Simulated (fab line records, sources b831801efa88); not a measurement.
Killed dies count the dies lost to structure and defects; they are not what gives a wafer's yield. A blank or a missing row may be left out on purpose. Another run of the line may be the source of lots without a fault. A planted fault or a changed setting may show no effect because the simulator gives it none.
Which tool is to blame?	flow sky130	Sampling: 24 lots, 72 wafers, 5 of 708 route steps

## WHAT EACH GAUGE READ, for each wafer
SKY_FIELD_ISO_THK_MEAS_25. Usual: FIELD_ISO_CVD_24_THK gives 600 nm (standard deviation 7.2).
lot	measured	on	FIELD_ISO_CVD_24_THK (nm)	flag
L074	day 2 06:56	film_metro-01	591 599 589	
L075	day 2 13:16	film_metro-04	598 605 610	
L076	day 2 18:27	film_metro-01	589 611 606	
L077	day 2 23:56	film_metro-04	597 598 594	
L078	day 3 03:14	film_metro-01	587 598 595	
L079	day 3 09:37	film_metro-02	590 595 594	
L080	day 3 12:58	film_metro-02	612 610 595	
L081	day 3 19:34	film_metro-02	612 612 618	
L082	day 4 00:56	film_metro-02	601 605 602	
L083	day 4 05:56	film_metro-02	600 606 596	
L084	day 4 11:33	film_metro-04	598 601 595	
L085	day 4 17:11	film_metro-01	602 600 613	
L086	day 4 21:33	film_metro-02	607 600 606	
L087	day 5 03:15	film_metro-02	590 592 598	
L088	day 5 09:41	film_metro-04	609 591 604	
L089	day 5 15:13	film_metro-04	596 601 600	
L090	day 5 19:18	film_metro-01	586 593 600	
L091	day 5 23:20	film_metro-02	592 616 603	
L092	day 6 04:07	film_metro-02	600 591 594	
L093	day 6 11:13	film_metro-04	601 603 616	
L094	day 6 15:38	film_metro-01	593 591 592	
L095	day 6 19:40	film_metro-01	596 590 588	
L096	day 7 01:21	film_metro-01	594 598 600	
L097	day 7 08:09	film_metro-02	606 609 606	

SKY_LI_CONTACT_CD_MEAS_12 targets a cd of 170 nm. Usual: 170.4 nm for cd_nm, sd 1.4.
lot	measured	on	cd_nm (nm)	flag
L074	day 29 05:30	cd_sem-02	170.4 169.5 171.1	
L075	day 29 15:49	cd_sem-01	169.8 169.3 169.3	
L076	day 29 19:47	cd_sem-01	171.5 170.8 171.7	
L077	day 30 06:16	cd_sem-02	170.5 168.3 170.4	
L078	day 30 08:26	cd_sem-02	169.0 170.1 169.9	
L079	day 30 16:02	cd_sem-01	172.7 173.7 173.3	
L080	day 31 02:34	cd_sem-02	170.0 168.9 169.2	
L081	day 31 08:07	cd_sem-01	172.6 172.3 172.4	
L082	day 31 13:52	cd_sem-01	173.0 171.8 171.7	
L083	day 32 01:47	cd_sem-01	169.0 167.7 168.4	
L084	day 32 12:52	cd_sem-01	170.9 170.1 168.7	
L085	day 32 18:11	cd_sem-01	170.4 172.3 171.7	
L086	day 33 07:28	cd_sem-01	170.6 170.9 170.5	
L087	day 33 14:55	cd_sem-02	171.2 170.3 170.9	
L088	day 33 19:50	cd_sem-02	168.9 167.6 167.4	
L089	day 34 13:42	cd_sem-01	170.5 169.0 168.2	
L090	day 34 12:08	cd_sem-02	170.7 171.3 168.9	
L091	day 34 11:50	cd_sem-02	171.5 170.3 170.5	
L092	day 35 19:41	cd_sem-02	167.9 169.3 169.4	
L093	day 35 20:06	cd_sem-01	170.6 172.7 170.9	
L094	day 35 20:46	cd_sem-02	170.2 169.9 169.1	
L095	day 35 21:25	cd_sem-02	171.7 170.6 173.0	
L096	day 35 22:02	cd_sem-01	171.6 170.8 171.4	
L097	day 36 06:49	cd_sem-01	171.6 169.7 171.7	

SKY_CONTACT_CD_MEAS_14 targets a cd of 170 nm. Usual: 171.1 nm for cd_nm, sd 1.3.
lot	measured	on	cd_nm (nm)	flag
L074	day 31 16:35	cd_sem-02	170.5 171.3 171.5	
L075	day 32 01:50	cd_sem-02	171.3 171.7 172.4	
L076	day 32 06:48	cd_sem-02	171.7 170.5 170.0	
L077	day 32 16:41	cd_sem-01	171.3 171.3 170.2	
L078	day 32 18:05	cd_sem-02	170.7 169.9 172.2	
L079	day 33 01:17	cd_sem-01	171.6 171.6 171.1	
L080	day 33 10:16	cd_sem-02	170.2 173.0 171.8	
L081	day 33 17:12	cd_sem-02	174.2 172.5 173.3	
L082	day 33 23:14	cd_sem-02	171.3 171.3 170.9	
L083	day 34 09:28	cd_sem-02	171.3 170.1 170.5	
L084	day 34 18:43	cd_sem-01	171.6 171.8 172.8	
L085	day 35 02:10	cd_sem-01	170.4 169.6 170.3	
L086	day 35 15:49	cd_sem-01	172.9 170.8 173.0	
L087	day 35 21:59	cd_sem-02	171.4 170.6 171.1	
L088	day 36 02:53	cd_sem-01	173.4 172.2 171.4	
L089	day 36 22:25	cd_sem-01	170.2 170.0 170.9	
L090	day 36 21:10	cd_sem-01	173.0 171.4 171.3	
L091	day 36 19:55	cd_sem-02	169.0 170.7 170.4	
L092	day 38 03:20	cd_sem-01	172.2 171.9 173.8	
L093	day 38 03:46	cd_sem-02	172.9 171.5 173.0	
L094	day 38 04:37	cd_sem-02	169.9 169.9 168.9	
L095	day 38 05:34	cd_sem-02	170.9 169.8 171.3	
L096	day 38 05:52	cd_sem-02	171.0 171.0 169.3	
L097	day 38 13:57	cd_sem-02	168.1 169.8 169.0	

## WHICH TOOL RAN EACH LOT (tool, then ch and the chambers of the sampled wafers, then the start)
lot	SKY_POLY_GATE_ETCH_17	SKY_LI_CONTACT_CMP_02
L074	rie_si-02 ch 0,2,3, day 16 11:25	cmp-01 ch 0,1,3, day 28 01:30
L075	rie_si-02 ch 0,1,3, day 17 00:43	cmp-01 ch 1,3, day 28 11:51
L076	rie_si-01 ch 0,1,3, day 17 00:57	cmp-02 ch 0,3, day 28 15:58
L077	rie_si-01 ch 0,1, day 17 11:16	cmp-02 ch 0,1,2, day 29 03:03
L078	rie_si-01 ch 1,2,3, day 17 19:18	cmp-02 ch 1,2, day 29 04:31
L079	rie_si-01 ch 0,2,3, day 17 23:00	cmp-01 ch 1,2,3, day 29 13:28
L080	rie_si-02 ch 1,2, day 18 07:34	cmp-01 ch 1,2,3, day 29 22:18
L081	rie_si-01 ch 0,3, day 18 18:46	cmp-01 ch 0,1,3, day 30 04:31
L082	rie_si-02 ch 0,1, day 19 03:19	cmp-01 ch 0,2,3, day 30 09:25
L083	rie_si-01 ch 1,2, day 19 18:51	cmp-02 ch 0,1,3, day 30 22:45
L084	rie_si-01 ch 0,1,3, day 20 06:48	cmp-02 ch 0,1, day 31 08:57
L085	rie_si-02 ch 1,2, day 20 09:03	cmp-02 ch 1,3, day 31 15:00
L086	rie_si-02 ch 0,1,3, day 21 04:46	cmp-01 ch 0,2,3, day 32 05:42
L087	rie_si-01 ch 0,1,3, day 21 13:43	cmp-01 ch 0,1, day 32 13:40
L088	rie_si-02 ch 0,1,2, day 21 17:51	cmp-02 ch 2,3, day 32 17:46
L089	rie_si-01 ch 0,2,3, day 22 11:51	cmp-02 ch 0,2, day 33 11:04
L090	rie_si-02 ch 2,3, day 22 10:18	cmp-02 ch 0,2,3, day 33 10:04
L091	rie_si-01 ch 0,1,3, day 22 09:00	cmp-01 ch 0,1,2, day 33 08:55
L092	rie_si-02 ch 1,3, day 23 22:06	cmp-01 ch 0,2,3, day 34 16:19
L093	rie_si-01 ch 0,1, day 24 00:25	cmp-01 ch 1,2,3, day 34 16:55
L094	rie_si-02 ch 0,3, day 24 00:42	cmp-02 ch 0,2, day 34 17:01
L095	rie_si-01 ch 0,1,2, day 24 00:47	cmp-01 ch 1,2, day 34 18:03
L096	rie_si-02 ch 0,1,2, day 24 07:16	cmp-02 ch 0,1,3, day 34 18:58
L097	rie_si-01 ch 0,1, day 24 12:09	cmp-02 ch 0,1, day 35 03:40
- SKY_POLY_GATE_ETCH_17: etches poly-Si in HBr/Cl2, stops on SiO2, target depth 180 nm, time 70.5 s.
- SKY_LI_CONTACT_CMP_02: polishes PSG.

## WHAT THE TOOLS THEMSELVES READ (means of the sampled wafers that have a number; where no wafer has one, the mark that the record gives instead)
SKY_POLY_GATE_ETCH_17. Usual: bias_w 100.00 W, standard deviation 0.29; drypump_motor_current_A 5.5 A, standard deviation 0.45; mfc_cl2_sccm 49.99 sccm, standard deviation 0.14; oes_product_au 0.984 a.u., standard deviation 0.011; throttle_valve_pct 33.684 %, standard deviation 0.0081.
lot	tool	bias_w (W)	drypump_motor_current_A (A)	mfc_cl2_sccm (sccm)	oes_product_au (a.u.)	throttle_valve_pct (%)	flag
L074	rie_si-02	100.45	5.6	49.93	0.984	33.681	
L075	rie_si-02	99.97	5.8	49.86	0.974	33.688	
L076	rie_si-01	100.11	5.4	50.02	0.986	33.689	
L077	rie_si-01	100.13	5.1	49.97	0.988	33.683	
L078	rie_si-01	99.95	5.6	50.07	0.980	33.677	
L079	rie_si-01	100.15	5.7	49.99	0.984	33.682	
L080	rie_si-02	99.74	5.4	49.87	0.975	33.686	
L081	rie_si-01	100.06	5.5	49.97	0.986	33.681	
L082	rie_si-02	99.85	5.7	50.04	0.981	33.689	
L083	rie_si-01	99.94	5.2	50.00	0.993	33.691	
L084	rie_si-01	100.18	5.4	49.94	0.981	33.688	
L085	rie_si-02	100.10	5.4	50.08	0.976	33.686	
L086	rie_si-02	100.21	5.9	49.92	0.980	33.686	
L087	rie_si-01	100.03	5.4	50.09	0.989	33.681	
L088	rie_si-02	100.03	5.4	49.96	0.971	33.687	
L089	rie_si-01	99.89	5.7	50.12	0.992	33.686	
L090	rie_si-02	99.76	5.7	49.98	0.987	33.679	
L091	rie_si-01	99.93	5.4	50.11	0.986	33.687	
L092	rie_si-02	99.70	6.0	49.92	0.980	33.689	
L093	rie_si-01	99.88	5.2	50.03	0.997	33.677	
L094	rie_si-02	99.81	6.1	50.00	0.984	33.677	
L095	rie_si-01	100.28	5.4	50.12	1.003	33.687	
L096	rie_si-02	99.93	5.4	49.99	0.973	33.686	
L097	rie_si-01	100.04	5.1	50.10	0.996	33.684	

SKY_LI_CONTACT_CMP_02. Usual: motor_current_A 12.3 A, standard deviation 1.3; slurry_filter_dp_kPa 13.50 kPa, standard deviation 0.12; time_to_endpoint_s 32.1 s, standard deviation 3.
lot	tool	motor_current_A (A)	slurry_filter_dp_kPa (kPa)	time_to_endpoint_s (s)	flag
L074	cmp-01	13.2	13.48	32.0	
L075	cmp-01	13.8	13.46	33.1	
L076	cmp-02	11.3	13.62	34.3	
L077	cmp-02	11.6	13.41	37.7	
L078	cmp-02	12.0	13.58	31.6	
L079	cmp-01	12.9	13.48	33.2	
L080	cmp-01	12.3	13.46	31.0	
L081	cmp-01	13.2	13.56	30.1	
L082	cmp-01	13.3	13.52	32.6	
L083	cmp-02	11.8	13.52	30.6	
L084	cmp-02	10.8	13.57	33.5	
L085	cmp-02	12.3	13.52	29.4	
L086	cmp-01	13.0	13.50	32.6	
L087	cmp-01	11.7	13.57	29.8	
L088	cmp-02	12.8	13.63	27.0	
L089	cmp-02	11.1	13.62	33.8	
L090	cmp-02	11.9	13.48	29.3	
L091	cmp-01	11.5	13.46	30.9	
L092	cmp-01	13.1	13.53	35.5	
L093	cmp-01	12.8	13.57	32.7	
L094	cmp-02	10.8	13.50	33.3	
L095	cmp-01	11.7	13.49	32.2	
L096	cmp-02	12.0	13.51	30.2	
L097	cmp-02	11.6	13.42	34.4	

## THE ANSWER, worked out from the rows above alone
Rule: a lot counts as off when the mean over its wafers that have a number is more than 3 standard deviations away from the usual mean. Also off: a lot with no number at a reading for which 4 or more lots have one. The other lots that the step has rows for count as sound. After the gauges, taken in route order, come the tools' own readings; for these a lot's mean is taken, as printed above. At the first step where some lot is off, the reading lying furthest off is the one used; lots without a number count as furthest.
Nothing can be told from this: no lot is off at any reading shown.

## WHAT WAS PUT IN BY THE SIMULATOR
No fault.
